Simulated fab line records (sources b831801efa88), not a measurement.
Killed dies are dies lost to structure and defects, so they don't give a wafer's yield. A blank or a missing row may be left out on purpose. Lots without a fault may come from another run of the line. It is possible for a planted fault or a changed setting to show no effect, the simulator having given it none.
What tool caused it? :: flow sky130 :: Sampling: 11 lots, 33 wafers, 4 of 708 route steps

WHAT THE GAUGES SHOWED, per wafer
SKY_VIA1_RS_MEAS_22: uses a four-point probe to measure.
lot: L762
measured: day 34 03:20
on: film metro-04
VIA1_W_RS (ohm/sq): 0.425 0.428 0.427

lot: L763
measured: day 34 13:39
on: film metro-01
VIA1_W_RS (ohm/sq): 0.425 0.424 0.429

lot: L764
measured: day 35 06:26
on: film metro-03
VIA1_W_RS (ohm/sq): 0.438 0.436 0.440

lot: L765
measured: day 35 11:40
on: film metro-03
VIA1_W_RS (ohm/sq): 0.435 0.434 0.440

lot: L766
measured: day 35 19:29
on: film metro-01
VIA1_W_RS (ohm/sq): 0.432 0.428 0.430

lot: L767
measured: day 36 05:18
on: film metro-03
VIA1_W_RS (ohm/sq): 0.423 0.423 0.422

lot: L768
measured: day 36 11:34
on: film metro-03
VIA1_W_RS (ohm/sq): 0.431 0.432 0.433

lot: L777
measured: day 38 20:08
on: film metro-01
VIA1_W_RS (ohm/sq): 0.552 0.546 0.556

lot: L778
measured: day 39 11:01
on: film metro-03
VIA1_W_RS (ohm/sq): 0.424 0.551 0.559

lot: L782
measured: day 40 09:32
on: film metro-04
VIA1_W_RS (ohm/sq): 0.433 0.434 0.433

lot: L783
measured: day 40 17:08
on: film metro-01
VIA1_W_RS (ohm/sq): 0.435 0.427 0.438

SKY_VIA1_THK_MEAS_23: measures by xrf.
lot: L762
measured: day 34 03:27
on: film metro-04
VIA1_W_THK (nm): 276 274 276

lot: L763
measured: day 34 13:45
on: film metro-01
VIA1_W_THK (nm): 270 272 269

lot: L764
measured: day 35 06:32
on: film metro-03
VIA1_W_THK (nm): 268 269 267

lot: L765
measured: day 35 11:47
on: film metro-03
VIA1_W_THK (nm): 270 269 265

lot: L766
measured: day 35 19:35
on: film metro-01
VIA1_W_THK (nm): 267 269 269

lot: L767
measured: day 36 05:24
on: film metro-03
VIA1_W_THK (nm): 274 275 276

lot: L768
measured: day 36 11:41
on: film metro-03
VIA1_W_THK (nm): 269 271 268

lot: L777
measured: day 38 20:15
on: film metro-01
VIA1_W_THK (nm): 224 227 225

lot: L778
measured: day 39 11:07
on: film metro-03
VIA1_W_THK (nm): 273 225 222

lot: L782
measured: day 40 09:38
on: film metro-04
VIA1_W_THK (nm): 267 270 269

lot: L783
measured: day 40 17:15
on: film metro-01
VIA1_W_THK (nm): 265 270 263

WHICH TOOL RAN EACH LOT (tool, then ch and the chambers of the sampled wafers, then the start)
lot: L762
SKY_METAL1_SPUTTER_03: pvd sputter-02, day 31 18:58
SKY_VIA1_CVD_21: cvd w-02 ch 0,1, day 34 03:13

lot: L763
SKY_METAL1_SPUTTER_03: pvd sputter-02, day 32 06:32
SKY_VIA1_CVD_21: cvd w-02 ch 0,1, day 34 13:33

lot: L764
SKY_METAL1_SPUTTER_03: pvd sputter-02, day 32 22:46
SKY_VIA1_CVD_21: cvd w-01 ch 0, day 35 06:19

lot: L765
SKY_METAL1_SPUTTER_03: pvd sputter-04, day 33 04:45
SKY_VIA1_CVD_21: cvd w-01 ch 0,1, day 35 11:34

lot: L766
SKY_METAL1_SPUTTER_03: pvd sputter-02, day 33 11:41
SKY_VIA1_CVD_21: cvd w-01 ch 0,1, day 35 19:22

lot: L767
SKY_METAL1_SPUTTER_03: pvd sputter-01, day 33 23:10
SKY_VIA1_CVD_21: cvd w-02 ch 0,1, day 36 05:12

lot: L768
SKY_METAL1_SPUTTER_03: pvd sputter-01, day 34 04:25
SKY_VIA1_CVD_21: cvd w-01 ch 0,1, day 36 11:28

lot: L777
SKY_METAL1_SPUTTER_03: pvd sputter-04, day 36 13:34
SKY_VIA1_CVD_21: cvd w-01 ch 1, day 38 20:01

lot: L778
SKY_METAL1_SPUTTER_03: pvd sputter-04, day 37 05:40
SKY_VIA1_CVD_21: cvd w-01 ch 0,1, day 39 10:55

lot: L782
SKY_METAL1_SPUTTER_03: pvd sputter-04, day 38 06:17
SKY_VIA1_CVD_21: cvd w-02 ch 0,1, day 40 09:26

lot: L783
SKY_METAL1_SPUTTER_03: pvd sputter-02, day 38 15:07
SKY_VIA1_CVD_21: cvd w-02 ch 0,1, day 40 17:02
- SKY_METAL1_SPUTTER_03: material Ti, target thk 5 nm, time 3.3 s.
- SKY_VIA1_CVD_21: deposits W, target thk 270 nm, time 80.902 s.

AS READ BY THE TOOLS THEMSELVES (means over the sampled wafers that have a number; for cases with no such wafer, the mark the record gives instead)
SKY_METAL1_SPUTTER_03.
lot: L762
tool: pvd sputter-02
throttle valve pct (%): 29.7

lot: L763
tool: pvd sputter-02
throttle valve pct (%): 30.5

lot: L764
tool: pvd sputter-02
throttle valve pct (%): 29.9

lot: L765
tool: pvd sputter-04
throttle valve pct (%): 30.0

lot: L766
tool: pvd sputter-02
throttle valve pct (%): 29.2

lot: L767
tool: pvd sputter-01
throttle valve pct (%): 30.5

lot: L768
tool: pvd sputter-01
throttle valve pct (%): 30.7

lot: L777
tool: pvd sputter-04
throttle valve pct (%): 30.6

lot: L778
tool: pvd sputter-04
throttle valve pct (%): 29.6

lot: L782
tool: pvd sputter-04
throttle valve pct (%): 29.7

lot: L783
tool: pvd sputter-02
throttle valve pct (%): 29.3

SKY_VIA1_CVD_21.
lot: L762
tool: cvd w-02
heater power w (W): 917

lot: L763
tool: cvd w-02
heater power w (W): 925

lot: L764
tool: cvd w-01
heater power w (W): 809

lot: L765
tool: cvd w-01
heater power w (W): 826

lot: L766
tool: cvd w-01
heater power w (W): 832

lot: L767
tool: cvd w-02
heater power w (W): 918

lot: L768
tool: cvd w-01
heater power w (W): 821

lot: L777
tool: cvd w-01
heater power w (W): 846

lot: L778
tool: cvd w-01
heater power w (W): 843

lot: L782
tool: cvd w-02
heater power w (W): 869

lot: L783
tool: cvd w-02
heater power w (W): 873

THE ANSWER, worked out from the rows above alone
Rule: the usual values come from the lots themselves. The widest of any qualifying gaps counts: lots, ordered by their means at a reading, are off when they make up no more than a third of the lots, leave a main group of 4 or more, and stand apart from it by 3 or more times the standard deviation of that group's means. If all means in a main group match to the digits the tables above print for the reading, that group is not used. Also off: a lot with no number at a reading for which 4 or more lots have one. Where the step has rows for the other lots, those lots are counted as sound. The gauges are gone through in route order, then the tools' own readings, and for those a lot's mean is taken as printed above. The first step at which some lot is off is used, and at that step the reading that is off furthest; a lot without a number counts as furthest.
Off: L777, L778, seen at SKY_VIA1_RS_MEAS_22 (VIA1_W_RS). Main group: mean 0.431 ohm/sq, sd 0.0048.
A tool fits if, at a process step before that reading, it ran every lot that is off, and no sound lot after the first of them. Those tools and the gauges at SKY_VIA1_RS_MEAS_22 are tried in the same way. One candidate fits, namely cvd w-01 at SKY_VIA1_CVD_21. A fault onset in the window from L768 (day 36 11:28, its last sound lot) to L777 (day 38 20:01, its first lot off) fits.

WHAT THE SIMULATOR HAD PUT IN
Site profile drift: cvd w-01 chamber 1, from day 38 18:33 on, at SKY_VIA1_CVD_21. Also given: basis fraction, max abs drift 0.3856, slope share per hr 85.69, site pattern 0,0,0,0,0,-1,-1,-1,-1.
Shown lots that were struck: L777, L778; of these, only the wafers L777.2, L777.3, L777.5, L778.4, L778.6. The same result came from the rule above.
